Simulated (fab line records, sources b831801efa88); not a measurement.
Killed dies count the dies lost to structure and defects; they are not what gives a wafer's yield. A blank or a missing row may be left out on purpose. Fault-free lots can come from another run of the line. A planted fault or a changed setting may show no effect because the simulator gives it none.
Matching of chambers    flow gf180mcu    GF_MIM_CVD_05 on pecvd-04 has 3 sister chambers
The step deposits Si3N4, target thk 42 nm, time 29.086 s. 3 wafers are shown with their chamber, then 7 later ones without.

## WAFERS WITH THEIR CHAMBER
wafer   chamber  heaterPowerW (W)
L728.1  2        672
L728.4  1        706
L728.5  0        677

## WAFERS WITHOUT THEIR CHAMBER
wafer   heaterPowerW (W)
L731.1  649
L731.2  665
L733.4  666
L733.5  661
L744.2  719
L744.3  623
L744.6  708

## WHICH CHAMBER EACH ONE RAN IN
wafer   from the rows above           in truth
L731.1  can't be placed: 2 or 0 or 1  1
L731.2  can't be placed: 2 or 0 or 1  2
L733.4  can't be placed: 2 or 0 or 1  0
L733.5  can't be placed: 2 or 0 or 1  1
L744.2  can't be placed: 1 or 0 or 2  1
L744.3  can't be placed: 2 or 0 or 1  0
L744.6  can't be placed: 1 or 0 or 2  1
Correct placement for 0 of the 7. From these rows, 7 cannot be placed; in 7 the true chamber is one of the candidates. Wrongly placed: 0.
How it was worked out, from the rows above alone: a wafer's distance from a chamber is the root of the sum, over the readings, of the square of ((its reading less the chamber's mean) divided by the reading's scatter). The wafer belongs to the nearest chamber; if the next one is less than 2 further off, it can't be placed. The mean given for a chamber averages the wafers shown for that chamber. The scatter (one wafer shown for each chamber): square how far every hidden wafer sits from the nearest shown wafer, average those squares and take the square root.
